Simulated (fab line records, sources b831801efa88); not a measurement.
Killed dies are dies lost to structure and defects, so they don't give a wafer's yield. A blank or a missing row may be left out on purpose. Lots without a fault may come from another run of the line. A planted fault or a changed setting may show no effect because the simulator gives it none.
Problem report in the 8D (eight disciplines) form, filled by code | flow sky130 | the parts of the form that need people (team, actions taken, sign-off) are left out

1. THE PROBLEM
CAP2M_TIN_RS at SKY_CAP2M_RS_MEAS_03 reads a mean of 6.33 ohm/sq on 3 wafers of 2 lots; wafers without a fault read 6.92 ohm/sq with a standard deviation of 0.088. That is -6.7 standard deviations from the usual mean.
The step: measures by four-point-probe.
First seen on wafer L213.4, day 42 17:43, on film_metro-02. The record holds 30 wafers of 10 lots with a number at this step. Rule for "out", or "out of limits": more than 4 standard deviations from the usual mean. The other wafers with a number count as sound.

2. WHAT IT IS AND WHAT IT IS NOT
question                    | is                           | is not
which readings at this step | CAP2M_TIN_RS                 | -
which lots                  | L213, L217                   | L203, L205, L206, L207, L209, L220, L223, L226
which wafers of those lots  | L213.4, L213.6, L217.4       | L213.2, L217.1, L217.3
read on which gauges        | film_metro-02, film_metro-03 | film_metro-04
when                        | from day 42 17:43            | up to then (16 sound wafers); but 11 sound wafers of L217, L220, L223, L226 came after

3. SUSPECTS, AND WHAT RULES EACH OUT
Counting: a tool at a process step up to the reading stays a suspect if it ran every lot that is out. Sound lots after the first of them don't rule it out here, since some wafers of a struck lot are sound.
- the gauge at SKY_CAP2M_RS_MEAS_03: ruled out. The wafers that are out were read on 2 gauges (film_metro-02, film_metro-03).
- pvd_sputter-04 at SKY_CAP2M_SPUTTER_02 (material TiN, target thk 200 nm, time 166.7 s): kept. It ran every lot that is out, first L213 (day 42 17:35); its last sound lot up to then is L207 (day 41 00:05).
Left after counting: pvd_sputter-04 at SKY_CAP2M_SPUTTER_02.

4. THE CAUSE (what the simulator had put in)
Process parameter drift: pvd_sputter-04, from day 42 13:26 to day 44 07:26, at SKY_CAP2M_SPUTTER_02. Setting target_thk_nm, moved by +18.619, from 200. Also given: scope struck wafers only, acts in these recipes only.
Counting left only this tool.

5. THE CHAIN OF EFFECTS, in route order
Each row: a reading whose mean over the struck wafers that have a number lies more than 3 standard deviations from the usual. Only readings for which the record gives a usual standard deviation are gone through. hours: the time from each lot's start at the first step in this table that gives one to its start at this step, as a median over the lots. sigmas: the change in usual standard deviations.
hours | step                    | reading        | usual       | on struck wafers | change | sigmas
0     | SKY_CAP2M_RS_MEAS_03    | CAP2M_TIN_RS   | 6.92 ohm/sq | 6.33             | -0.59  | -6.7
0     | SKY_CAP2M_THK_MEAS_04   | CAP2M_TIN_THK  | 196.9 nm    | 214.4            | +17.5  | +7.6
23    | SKY_CAP2M_METAL_ETCH_13 | oes_product_au | 0.940 a.u.  | 0.987            | +0.047 | +5.7
The process steps in it:
- SKY_CAP2M_METAL_ETCH_13: etches TiN in Cl2/BCl3, stops on SiO2, target depth 220 nm, time 62.9 s.
Later measuring or inspecting steps at which every struck wafer that the step has a row for has a number for every such reading, and none has moved that far: SKY_METAL4_OVL_MEAS_14.

6. WHAT WOULD HAVE CAUGHT IT SOONER
In this record the first reading out of limits at a measuring or inspecting step was taken at day 42 17:43, 4 hours after the fault began at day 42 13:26.
Of the tool readings at SKY_CAP2M_SPUTTER_02 for which the record gives a usual standard deviation, none was out on any struck wafer, so an alarm limit of 4 standard deviations on them would not have fired.
Of the lots that are out (2), L217 began SKY_CAP2M_SPUTTER_02 on pvd_sputter-04 after day 42 17:43. A hold on the tool at that time would have spared it.
